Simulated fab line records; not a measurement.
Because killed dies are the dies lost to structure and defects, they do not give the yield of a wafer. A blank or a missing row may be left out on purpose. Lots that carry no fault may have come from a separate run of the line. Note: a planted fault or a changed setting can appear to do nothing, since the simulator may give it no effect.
What tool caused it? | flow gf180mcu | 13 lots, 39 wafers sampled, at 4 steps of a route of 602

== WHAT THE GAUGES READ, wafer by wafer ==
GF_PASSIVATION_THK_MEAS_03. Usual: PASSIVATION_CVD_02_THK gives 701 nm (standard deviation 9.2).
lot  | measured     | on           | PASSIVATION_CVD_02_THK (nm) | flag
L492 | day 28 03:42 | filmMetro-02 | 682 705 690                 | 
L495 | day 29 04:23 | filmMetro-04 | 714 703 702                 | 
L496 | day 29 17:40 | filmMetro-03 | 685 706 702                 | 
L498 | day 30 03:23 | filmMetro-03 | 703 714 709                 | 
L499 | day 30 14:23 | filmMetro-02 | 701 704 714                 | 
L500 | day 30 16:40 | filmMetro-04 | 685 701 702                 | 
L502 | day 31 02:34 | filmMetro-04 | 691 704 705                 | 
L503 | day 31 13:02 | filmMetro-04 | 709 706 706                 | 
L504 | day 31 17:32 | filmMetro-02 | 695 694 701                 | 
L507 | day 32 14:27 | filmMetro-02 | 695 692 694                 | 
L508 | day 32 18:45 | filmMetro-03 | 708 702 698                 | 
L510 | day 33 03:25 | filmMetro-02 | 700 690 704                 | 
L513 | day 33 22:36 | filmMetro-04 | 700 717 710                 | 

== EACH LOT AND THE TOOL THAT RAN IT (in order: tool; ch and the chambers of the sampled wafers; start) ==
lot  | GF_V5_STRIP_18                      | GF_TOP_METAL_SPUTTER_03     | GF_TOP_METAL_SPUTTER_04
L492 | plasmaAsher-04 ch 0,1, day 27 05:19 | pvdSputter-03, day 27 06:44 | pvdSputter-03, day 27 06:46
L495 | plasmaAsher-02 ch 0,1, day 28 06:31 | pvdSputter-04, day 28 07:53 | pvdSputter-04, day 28 07:55
L496 | plasmaAsher-03 ch 0,1, day 28 19:14 | pvdSputter-03, day 28 20:37 | pvdSputter-03, day 28 20:37
L498 | plasmaAsher-04 ch 0,1, day 29 06:11 | pvdSputter-02, day 29 07:40 | pvdSputter-02, day 29 07:41
L499 | plasmaAsher-04 ch 0,1, day 29 16:37 | pvdSputter-04, day 29 18:04 | pvdSputter-04, day 29 18:05
L500 | plasmaAsher-04 ch 0,1, day 29 18:50 | pvdSputter-03, day 29 20:37 | pvdSputter-03, day 29 20:38
L502 | plasmaAsher-03 ch 0,1, day 30 06:11 | pvdSputter-02, day 30 07:34 | pvdSputter-02, day 30 07:35
L503 | plasmaAsher-02 ch 0,1, day 30 16:19 | pvdSputter-04, day 30 17:44 | pvdSputter-04, day 30 17:45
L504 | plasmaAsher-04 ch 0,1, day 30 21:40 | pvdSputter-03, day 30 23:04 | pvdSputter-03, day 30 23:05
L507 | plasmaAsher-02 ch 0,1, day 31 19:31 | pvdSputter-02, day 31 20:54 | pvdSputter-02, day 31 20:55
L508 | plasmaAsher-04 ch 0,1, day 31 23:05 | pvdSputter-03, day 32 00:34 | pvdSputter-03, day 32 00:35
L510 | plasmaAsher-04 ch 0,1, day 32 08:52 | pvdSputter-04, day 32 10:23 | pvdSputter-04, day 32 10:25
L513 | plasmaAsher-02 ch 0,1, day 33 04:51 | pvdSputter-04, day 33 06:23 | pvdSputter-04, day 33 06:25
- GF_V5_STRIP_18: strips in O2/N2.
- GF_TOP_METAL_SPUTTER_03: material Ti, target thk 5 nm, time 3.3 s.
- GF_TOP_METAL_SPUTTER_04: material TiN, target thk 25 nm, time 20.8 s.

== AS READ BY THE TOOLS THEMSELVES (means over the sampled wafers that have a number; for cases with no such wafer, the mark the record gives instead) ==
GF_V5_STRIP_18. Usual: drypumpMotorCurrentA 5.79 A, standard deviation 0.24; heaterPowerW 307 W, standard deviation 28; oesProductAu 0.569 a.u., standard deviation 0.0053.
lot  | tool           | drypumpMotorCurrentA (A) | heaterPowerW (W) | oesProductAu (a.u.) | flag
L492 | plasmaAsher-04 | 5.63                     | 307              | 0.565               | 
L495 | plasmaAsher-02 | 5.94                     | 280              | 0.564               | 
L496 | plasmaAsher-03 | 5.74                     | 334              | 0.569               | 
L498 | plasmaAsher-04 | 5.52                     | 305              | 0.568               | 
L499 | plasmaAsher-04 | 5.62                     | 312              | 0.565               | 
L500 | plasmaAsher-04 | 5.65                     | 311              | 0.574               | 
L502 | plasmaAsher-03 | 5.83                     | 333              | 0.574               | 
L503 | plasmaAsher-02 | 6.04                     | 303              | 0.566               | 
L504 | plasmaAsher-04 | 5.63                     | 307              | 0.575               | 
L507 | plasmaAsher-02 | 5.94                     | 279              | 0.571               | 
L508 | plasmaAsher-04 | 5.64                     | 308              | 0.568               | 
L510 | plasmaAsher-04 | 5.64                     | 312              | 0.566               | 
L513 | plasmaAsher-02 | 5.94                     | 277              | 0.569               | 

GF_TOP_METAL_SPUTTER_03. Usual: 30.4 % for throttleValvePct, sd 0.75.
lot  | tool          | throttleValvePct (%) | flag
L492 | pvdSputter-03 | 30.7                 | 
L495 | pvdSputter-04 | 30.7                 | 
L496 | pvdSputter-03 | 30.2                 | 
L498 | pvdSputter-02 | 29.7                 | 
L499 | pvdSputter-04 | 30.3                 | 
L500 | pvdSputter-03 | 29.7                 | 
L502 | pvdSputter-02 | 30.5                 | 
L503 | pvdSputter-04 | 30.1                 | 
L504 | pvdSputter-03 | 29.8                 | 
L507 | pvdSputter-02 | 30.4                 | 
L508 | pvdSputter-03 | 30.1                 | 
L510 | pvdSputter-04 | 30.3                 | 
L513 | pvdSputter-04 | 31.1                 | 

GF_TOP_METAL_SPUTTER_04. Usual: 30.4 % for throttleValvePct, sd 0.75.
lot  | tool          | throttleValvePct (%) | flag
L492 | pvdSputter-03 | 30.6                 | 
L495 | pvdSputter-04 | 30.7                 | 
L496 | pvdSputter-03 | 30.4                 | 
L498 | pvdSputter-02 | 29.6                 | 
L499 | pvdSputter-04 | 30.3                 | 
L500 | pvdSputter-03 | 29.8                 | 
L502 | pvdSputter-02 | 30.4                 | 
L503 | pvdSputter-04 | 30.1                 | 
L504 | pvdSputter-03 | 30.0                 | 
L507 | pvdSputter-02 | 30.4                 | 
L508 | pvdSputter-03 | 30.1                 | 
L510 | pvdSputter-04 | 30.4                 | 
L513 | pvdSputter-04 | 31.2                 | 

== THE ANSWER, worked out from the rows above alone ==
Rule: a lot is off if the mean of its wafers that have a number lies more than 3 standard deviations from the usual mean. Also off: a lot with no number at a reading for which 4 or more lots have one. Any other lot the step has rows for is counted as sound. Order of review: gauges by route order, followed by the tools' own readings, for which a lot's mean as printed above is used. The first step at which some lot is off is used, and at that step the reading that is off furthest; a lot without a number counts as furthest.
No lot is off on any of the readings shown, so nothing can be concluded from this.

== WHAT WAS PUT IN BY THE SIMULATOR ==
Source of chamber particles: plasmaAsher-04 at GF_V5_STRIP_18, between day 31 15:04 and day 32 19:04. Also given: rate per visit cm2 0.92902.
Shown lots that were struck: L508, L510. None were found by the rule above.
